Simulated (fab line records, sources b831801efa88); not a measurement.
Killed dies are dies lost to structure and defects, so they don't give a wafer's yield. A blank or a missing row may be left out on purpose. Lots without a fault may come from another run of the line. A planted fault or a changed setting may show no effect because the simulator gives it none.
Chamber matching | flow sky130 | SKY_METAL3_ETCH_17 on rie_diel-03: 4 sister chambers
The step etches SiO2 in C4F8/O2/Ar, stops on TiN, time 3.9 s, target depth 15 nm. 14 wafers are shown with their chamber, then 7 later ones without.

WAFERS WITH THEIR CHAMBER
wafer  | chamber | oes_product_au (a.u.)
L074.3 | 1       | 0.755
L074.5 | 0       | 0.754
L074.6 | 3       | 0.769
L077.1 | 2       | 0.751
L077.4 | 0       | 0.763
L077.6 | 0       | 0.748
L082.2 | 2       | 0.753
L082.3 | 1       | 0.745
L082.6 | 1       | 0.758
L083.1 | 3       | 0.758
L083.5 | 1       | 0.759
L083.6 | 0       | 0.765
L086.1 | 2       | 0.750
L086.2 | 0       | 0.749

SIGNATURES (means of the wafers above)
reading        | chamber 0 | chamber 1 | chamber 2 | chamber 3 | scatter within a chamber
oes_product_au | 0.75580   | 0.75425   | 0.75133   | 0.76350   | 0.00659
Rule: a wafer's distance from a chamber is the root of the sum, over the readings, of the square of ((its reading less the chamber's mean) divided by the reading's scatter). The wafer belongs to the nearest chamber; if the next one is less than 2 further off, it can't be placed. The scatter: the root of (the sum of the squares of (reading less its chamber's mean) over the shown wafers, divided by (wafers less chambers)).

WAFERS WITHOUT THEIR CHAMBER
wafer  | oes_product_au (a.u.)
L086.6 | 0.752
L088.2 | 0.754
L088.3 | 0.753
L088.5 | 0.748
L091.4 | 0.744
L091.5 | 0.754
L091.6 | 0.754

WHICH CHAMBER EACH WENT THROUGH
wafer  | from the rows above               | in truth
L086.6 | can't be placed: 2 or 1 or 0 or 3 | 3
L088.2 | can't be placed: 1 or 0 or 2 or 3 | 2
L088.3 | can't be placed: 1 or 2 or 0 or 3 | 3
L088.5 | can't be placed: 2 or 1 or 0 or 3 | 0
L091.4 | can't be placed: 2 or 1 or 0 or 3 | 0
L091.5 | can't be placed: 1 or 0 or 2 or 3 | 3
L091.6 | can't be placed: 1 or 0 or 2 or 3 | 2
Placed correctly: 0 of 7. Can't be placed from these rows: 7 (the true chamber is among the candidates in 7). Placed wrongly: 0.
